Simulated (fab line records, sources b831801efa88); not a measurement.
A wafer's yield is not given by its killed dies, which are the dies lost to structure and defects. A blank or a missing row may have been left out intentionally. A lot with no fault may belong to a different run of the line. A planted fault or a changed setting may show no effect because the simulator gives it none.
Which tool did it? | flow gf180mcu | 7 lots with 21 wafers sampled at 4 steps, on a route of 602 steps

== WHAT THE GAUGES READ, wafer by wafer ==
GF_M3_OVL_MEAS_15.
lot  | measured     | on         | M3_OVL (nm)
L602 | day 21 11:25 | overlay-02 | 8 6 -1
L606 | day 22 23:28 | overlay-02 | 4 4 4
L609 | day 24 00:38 | overlay-02 | 4 3 -4
L611 | day 25 06:47 | overlay-02 | 1 1 2
L617 | day 26 21:52 | overlay-02 | 4 -1 2
L621 | day 27 23:17 | overlay-01 | 5 -1 0
L622 | day 28 15:07 | overlay-01 | -3 -2 -2

== WHAT TOOL EACH LOT RAN ON (gives the tool, then ch and the chambers of the sampled wafers, and finally the start) ==
lot  | GF_DNWELL_COAT_02               | GF_DNWELL_STRIP_08                 | GF_V2_SPUTTER_21
L602 | lithoTrack-02 ch 0, day 2 17:44 | plasmaAsher-02 ch 0,1, day 3 00:35 | pvdSputter-03, day 20 10:26
L606 | lithoTrack-02 ch 0, day 3 15:55 | plasmaAsher-02 ch 0,1, day 3 22:55 | pvdSputter-03, day 21 23:19
L609 | lithoTrack-01 ch 0, day 4 05:52 | plasmaAsher-03 ch 0,1, day 4 12:23 | pvdSputter-04, day 23 00:56
L611 | lithoTrack-01 ch 0, day 5 00:34 | plasmaAsher-02 ch 0,1, day 5 07:26 | pvdSputter-03, day 24 08:14
L617 | lithoTrack-01 ch 0, day 6 01:13 | plasmaAsher-03 ch 0,1, day 6 09:16 | pvdSputter-04, day 26 00:11
L621 | lithoTrack-02 ch 0, day 6 21:28 | plasmaAsher-02 ch 0,1, day 7 05:11 | pvdSputter-02, day 27 02:22
L622 | lithoTrack-04 ch 0, day 7 09:10 | plasmaAsher-03 ch 0,1, day 7 17:10 | pvdSputter-04, day 27 19:00
- GF_DNWELL_COAT_02: resist thk 3000 nm.
- GF_DNWELL_STRIP_08: strips in O2/N2.
- GF_V2_SPUTTER_21: material Ti, target thk 15 nm, time 80.02 s.

== THE ANSWER, worked out from the rows above alone ==
Rule: what is usual is taken from the lots themselves. The widest of any qualifying gaps counts: lots, ordered by their means at a reading, are off when they make up no more than a third of the lots, leave a main group of 4 or more, and stand apart from it by 3 or more times the standard deviation of that group's means. If all means in a main group match to the digits the tables above print for the reading, that group is not used. Also off: a lot with no number at a reading for which 4 or more lots have one. Any other lot the step has rows for is counted as sound.
No lot is off on any of the readings shown, so nothing can be concluded from this.

== WHAT THE SIMULATOR HAD INSERTED ==
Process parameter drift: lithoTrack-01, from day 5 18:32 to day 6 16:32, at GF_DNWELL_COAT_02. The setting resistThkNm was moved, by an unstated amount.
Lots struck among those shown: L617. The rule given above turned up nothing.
